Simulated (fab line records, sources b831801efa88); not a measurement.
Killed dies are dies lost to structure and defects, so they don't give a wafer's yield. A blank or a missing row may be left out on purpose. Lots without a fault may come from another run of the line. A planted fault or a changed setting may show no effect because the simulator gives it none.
fab line records | flow sfq_line
record lots=13 wafers=39 last_day=91
route steps=325 shown JJ@182
lots that met no fault: from a run of the same line without faults
start_h: hours from the record's first day to the start of the lot's first wafer shown | wait_h: hours since the lot's step before | " the same as in the row above | L1.1+2: a row that stands for several wafers | - no value, or no start given | * or withheld: withheld | < > ~ a bound
route shown NAME@n: a module of which the file shows steps, and the number in the route of the first | usual: mean/standard deviation of fault-free wafers | same: alike in all rows | chamber/n: place in a boat | sites: the reading at each site | _std_site: their standard deviation | _edge_site: outer sites' mean less inner sites' | radius_mm: how far each site lies from the wafer's centre | mask NAME#n: copy n | behind: the tool/chamber that last shaped the wafer | hold: why the lot was held/for how many hours/how that ended | device: the transistor (n, p or np) that didn't switch | end of line: the same wafers' tests at the end of the route | a step without rows: its recipe alone | killed: dies lost to structure and defects at the first sort, not the wafer's yield | map: a wafer's dies, x killed, . not, _ none there
set.NAME: the setting as run; set.NAME@STEP: as run at that earlier step | model.NAME: the simulator's own value behind a step, which no gauge read
steps of the route over a sample of lots; a table a step, a row a wafer
services: from which hour (start_h, from the record's first day; less than 0 if before it) a tool's chamber was out of use, for how many hours, and why
## steps
# step SFQ_TRILAYER_JJ_TRILAYER_DEP_SPUTTER_112
# recipe material=Nb base_pressure_pa=1.33e-06 chamber_pressure_pa=0.1333 substrate_temp_c=20 target_thk_nm=170 power_w=2000 time_s=113.3
# usual cathode_dc_power_W=2000.0/0.37 throttle_valve_pct=29.2/0.68
# columns lot.wafer tool chamber start_h wait_h cathode_dc_power_W throttle_valve_pct
L635.1 pvd_sputter-04 - 1029.73 0.5 1999.7 27.9
L635.4 " - " " 1999.5 29.4
L635.6 " - " " 2000.2 30.3
L636.3 pvd_sputter-03 - 1185.29 0.5 1999.4 29.7
L636.4 " - " " 2000.1 28.9
L636.5 " - " " 1999.3 29.4
L639.1 pvd_sputter-03 - 1215.54 0.5 2000.4 29.7
L639.4 " - " " 2000.1 29.3
L639.6 " - " " 2000.0 30.1
L640.2 pvd_sputter-06 - 1229.94 0.5 2000.5 29.7
L640.3 " - " " 2000.1 29.6
L640.5 " - " " 2000.5 29.2
L641.2 pvd_sputter-06 - 1238.34 0.5 2000.0 29.7
L641.3 " - " " 1999.8 29.1
L641.4 " - " " 2000.0 29.7
L642.1 pvd_sputter-04 - 1246.94 1.9 2000.4 27.9
L642.2 " - " " 1999.7 29.3
L642.3 " - " " 1999.0 30.2
L643.1 pvd_sputter-06 - 1250.51 0.5 2000.4 29.8
L643.2 " - " " 2000.9 29.1
L643.6 " - " " 2000.0 29.7
L644.4 pvd_sputter-06 - 1269.66 0.5 2000.3 29.7
L644.5 " - " " 2000.7 29.3
L644.6 " - " " 1999.9 28.8
L647.3 pvd_sputter-06 - 1282.86 0.5 2000.1 29.7
L647.5 " - " " 2000.4 29.2
L647.6 " - " " 1999.6 30.0
L653.2 pvd_sputter-03 - 1319.94 0.5 1999.8 29.3
L653.5 " - " " 1999.9 29.6
L653.6 " - " " 2000.2 29.4
L655.2 pvd_sputter-03 - 1350.24 0.5 2000.7 29.9
L655.3 " - " " 2000.4 28.8
L655.6 " - " " 2000.1 28.9
L656.1 pvd_sputter-04 - 1357.44 0.5 2000.2 28.9
L656.2 " - " " 2000.3 27.8
L656.6 " - " " 2000.5 27.7
L657.1 pvd_sputter-04 - 1372.87 0.5 2000.0 29.6
L657.2 " - " " 1999.8 28.6
L657.4 " - " " 1999.8 27.8
# step SFQ_JJ_RS_MEAS_929
# recipe thk_meas_gauge=four-point-probe reads=Nb_of_TRILAYER_JJ_TRILAYER_DEP_SPUTTER_112
# usual JJ_NB_RS=1.050/0.01
# columns lot.wafer tool chamber start_h wait_h JJ_NB_RS[ohm/sq]
L635.1 film_metro-04 - 1029.81 0.0 1.049
L635.4 " - " " 1.061
L635.6 " - " " 1.041
L636.3 film_metro-04 - 1185.41 0.1 1.043
L636.4 " - " " 1.028
L636.5 " - " " 1.040
L639.1 film_metro-04 - 1215.62 0.0 1.060
L639.4 " - " " 1.044
L639.6 " - " " 1.061
L640.2 film_metro-02 - 1230.04 0.1 1.061
L640.3 " - " " 1.043
L640.5 " - " " 1.039
L641.2 film_metro-02 - 1238.44 0.1 1.060
L641.3 " - " " 1.049
L641.4 " - " " 1.054
L642.1 film_metro-01 - 1247.02 0.0 1.044
L642.2 " - " " 1.045
L642.3 " - " " 1.036
L643.1 film_metro-01 - 1250.59 0.0 1.056
L643.2 " - " " 1.044
L643.6 " - " " 1.046
L644.4 film_metro-01 - 1269.80 0.1 1.059
L644.5 " - " " 1.035
L644.6 " - " " 1.047
L647.3 film_metro-01 - 1282.98 0.1 1.041
L647.5 " - " " 1.044
L647.6 " - " " 0.966
L653.2 film_metro-04 - 1320.04 0.1 1.046
L653.5 " - " " 1.058
L653.6 " - " " 1.047
L655.2 film_metro-04 - 1350.34 0.1 1.055
L655.3 " - " " 1.047
L655.6 " - " " 1.056
L656.1 film_metro-04 - 1357.52 0.0 1.053
L656.2 " - " " 1.077
L656.6 " - " " 1.073
L657.1 film_metro-01 - 1372.95 0.0 1.055
L657.2 " - " " 1.037
L657.4 " - " " 1.055
## services
# columns tool chamber start_h hours kind
pvd_sputter-03 - 1009.69 1.6 repair
pvd_sputter-03 - 1021.00 6.7 repair
pvd_sputter-03 - 1095.30 51.1 repair
pvd_sputter-06 1 1104.59 - consumable_replace:kit
pvd_sputter-06 1 1104.59 18.0 scheduled_down
pvd_sputter-06 1 1104.59 18.0 vent_cycle
pvd_sputter-06 - 1173.98 0.8 repair
pvd_sputter-04 3 1188.28 - consumable_replace:kit
pvd_sputter-04 3 1188.28 18.0 scheduled_down
pvd_sputter-04 3 1188.28 18.0 vent_cycle
pvd_sputter-06 - 1196.40 8.6 repair
pvd_sputter-03 1 1355.66 - consumable_replace:kit
pvd_sputter-03 1 1355.66 18.0 scheduled_down
pvd_sputter-03 1 1355.66 18.0 vent_cycle
pvd_sputter-04 - 1366.06 4.0 repair
## key
first_sign step=SFQ_JJ_RS_MEAS_929 reading=JJ_NB_RS direction=down sigmas=8.3 usual=1.050 struck=0.966
effect none on later readings
met_at SFQ_TRILAYER_JJ_TRILAYER_DEP_SPUTTER_112
struck_lots L647
struck_wafers L647.6
onset_between 1269.66 1282.86
fault kind=process_parameter_drift tool=pvd_sputter-06 chamber=- onset_h=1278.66 steps=SFQ_TRILAYER_JJ_TRILAYER_DEP_SPUTTER_112 channel=time_s offset=* shape=step end_h=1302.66 scope=struck_wafers_only acts_in=* stated=*
